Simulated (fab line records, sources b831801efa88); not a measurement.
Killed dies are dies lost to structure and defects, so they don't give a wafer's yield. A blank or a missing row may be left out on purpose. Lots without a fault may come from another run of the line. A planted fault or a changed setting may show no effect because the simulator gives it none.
Which tool did it? | flow sky130 | 10 lots, 30 wafers sampled, at 5 steps of a route of 708

WHAT THE GAUGES READ, wafer by wafer
SKY_CAPM_RS_MEAS_03: measures by four-point-probe.
lot  | measured     | on            | CAPM_TIN_RS (ohm/sq)
L132 | day 37 07:51 | film_metro-02 | 6.86 6.87 6.82
L136 | day 38 05:44 | film_metro-01 | 6.74 6.75 6.78
L139 | day 39 04:01 | film_metro-04 | 6.92 6.90 6.91
L143 | day 40 12:12 | film_metro-01 | 6.82 6.84 6.92
L144 | day 40 18:22 | film_metro-01 | 6.79 6.78 6.79
L145 | day 41 07:02 | film_metro-01 | 6.89 6.89 6.87
L147 | day 41 18:44 | film_metro-01 | 6.97 6.94 6.94
L151 | day 42 16:43 | film_metro-04 | 6.96 6.96 6.94
L152 | day 42 20:57 | film_metro-02 | 6.83 6.79 6.89
L153 | day 43 17:20 | film_metro-02 | 6.81 6.86 6.87

SKY_VIA3_RS_MEAS_22: measures by four-point-probe.
lot  | measured     | on            | VIA3_W_RS (ohm/sq)
L132 | day 40 15:02 | film_metro-03 | 0.2960 0.2937 0.2934
L136 | day 41 11:11 | film_metro-03 | 0.2940 0.2974 0.2939
L139 | day 42 08:05 | film_metro-03 | 0.2923 0.2898 0.2870
L143 | day 43 14:26 | film_metro-04 | 0.2929 0.2311 0.2333
L144 | day 43 19:58 | film_metro-04 | 0.2984 0.2378 0.2962
L145 | day 44 07:19 | film_metro-04 | 0.2373 0.2978 0.2390
L147 | day 44 19:53 | film_metro-04 | 0.2920 0.2960 0.2962
L151 | day 45 14:55 | film_metro-04 | 0.2915 0.2932 0.2950
L152 | day 45 18:31 | film_metro-01 | 0.2915 0.2929 0.2947
L153 | day 46 13:56 | film_metro-03 | 0.2960 0.2981 0.2963

SKY_VIA3_THK_MEAS_23: measures by xrf.
lot  | measured     | on            | VIA3_W_THK (nm)
L132 | day 40 15:10 | film_metro-03 | 389 393 390
L136 | day 41 11:18 | film_metro-03 | 399 390 396
L139 | day 42 08:11 | film_metro-03 | 396 399 405
L143 | day 43 14:33 | film_metro-04 | 390 492 489
L144 | day 43 20:05 | film_metro-04 | 383 478 385
L145 | day 44 07:26 | film_metro-04 | 483 384 480
L147 | day 44 20:01 | film_metro-04 | 392 387 387
L151 | day 45 15:02 | film_metro-04 | 392 391 389
L152 | day 45 18:38 | film_metro-01 | 387 387 386
L153 | day 46 14:02 | film_metro-03 | 389 386 393

WHICH TOOL RAN EACH LOT (tool, then ch and the chambers of the sampled wafers, then the start)
lot  | SKY_METAL3_DESCUM_15              | SKY_VIA3_CVD_21
L132 | rie_metal-03 ch 0,1, day 39 11:38 | cvd_w-02 ch 0,1, day 40 14:55
L136 | rie_metal-01 ch 0,1, day 40 07:38 | cvd_w-02 ch 1, day 41 11:02
L139 | rie_metal-03 ch 0,1, day 41 05:59 | cvd_w-02 ch 0,1, day 42 07:58
L143 | rie_metal-01 ch 0, day 42 12:17   | cvd_w-02 ch 0,1, day 43 14:19
L144 | rie_metal-03 ch 1, day 42 18:10   | cvd_w-02 ch 0,1, day 43 19:50
L145 | rie_metal-01 ch 0,1, day 43 06:35 | cvd_w-02 ch 0,1, day 44 07:11
L147 | rie_metal-03 ch 0,1, day 43 18:40 | cvd_w-01 ch 0, day 44 19:38
L151 | rie_metal-01 ch 0,1, day 44 15:04 | cvd_w-01 ch 0,1, day 45 14:47
L152 | rie_metal-04 ch 0,1, day 44 18:47 | cvd_w-01 ch 0,1, day 45 18:23
L153 | rie_metal-01 ch 0,1, day 45 13:58 | cvd_w-01 ch 0,1, day 46 13:49
- SKY_METAL3_DESCUM_15: chemistry O2, time 8 s.
- SKY_VIA3_CVD_21: deposits W, target thk 390 nm, time 117.31 s.

WHAT THE TOOLS THEMSELVES READ (means of the sampled wafers that have a number; where no wafer has one, the mark that the record gives instead)
SKY_METAL3_DESCUM_15.
lot  | tool         | drypump_motor_current_A (A) | oes_product_au (a.u.)
L132 | rie_metal-03 | 5.6                         | 1.002
L136 | rie_metal-01 | 6.0                         | 1.012
L139 | rie_metal-03 | 5.3                         | 0.998
L143 | rie_metal-01 | 6.3                         | 0.993
L144 | rie_metal-03 | 5.9                         | 0.996
L145 | rie_metal-01 | 6.1                         | 1.007
L147 | rie_metal-03 | 5.3                         | 0.994
L151 | rie_metal-01 | 6.0                         | 1.002
L152 | rie_metal-04 | 5.5                         | 0.997
L153 | rie_metal-01 | 6.0                         | 1.008

SKY_VIA3_CVD_21.
lot  | tool     | heater_power_w (W)
L132 | cvd_w-02 | 932
L136 | cvd_w-02 | 914
L139 | cvd_w-02 | 929
L143 | cvd_w-02 | 935
L144 | cvd_w-02 | 926
L145 | cvd_w-02 | 933
L147 | cvd_w-01 | 888
L151 | cvd_w-01 | 847
L152 | cvd_w-01 | 852
L153 | cvd_w-01 | 810

THE ANSWER, worked out from the rows above alone
Rule: what is usual is taken from the lots themselves. Put in order of their means at a reading, lots are off if they are a third of the lots or fewer, leave a main group of 4 or more, and stand apart from it by a gap of 3 or more times the standard deviation of the main group's means; of several such gaps the widest counts. A main group whose means are all the same, to the digits that the tables above print for the reading, isn't used. A lot without any number at a reading at which 4 lots or more have one is off too. The other lots that the step has rows for count as sound. The gauges are gone through in route order, then the tools' own readings, and for those a lot's mean is taken as printed above. The first step at which some lot is off is used, and at that step the reading that is off furthest; a lot without a number counts as furthest.
Off: L143, L144, L145, at SKY_VIA3_RS_MEAS_22 (VIA3_W_RS). The main group: mean 0.2939 ohm/sq, standard deviation 0.0021.
A tool fits if, at a process step before that reading, it ran every lot that is off, and no sound lot after the first of them. The gauges at SKY_VIA3_RS_MEAS_22 are tried like those tools. One fits: cvd_w-02 at SKY_VIA3_CVD_21. Its last sound lot is L139 (day 42 07:58), its first lot that is off L143 (day 43 14:19): a fault that began between those two fits.

WHAT THE SIMULATOR HAD PUT IN
Process parameter drift: cvd_w-02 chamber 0, from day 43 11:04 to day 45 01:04, at SKY_VIA3_CVD_21. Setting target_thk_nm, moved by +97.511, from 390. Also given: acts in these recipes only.
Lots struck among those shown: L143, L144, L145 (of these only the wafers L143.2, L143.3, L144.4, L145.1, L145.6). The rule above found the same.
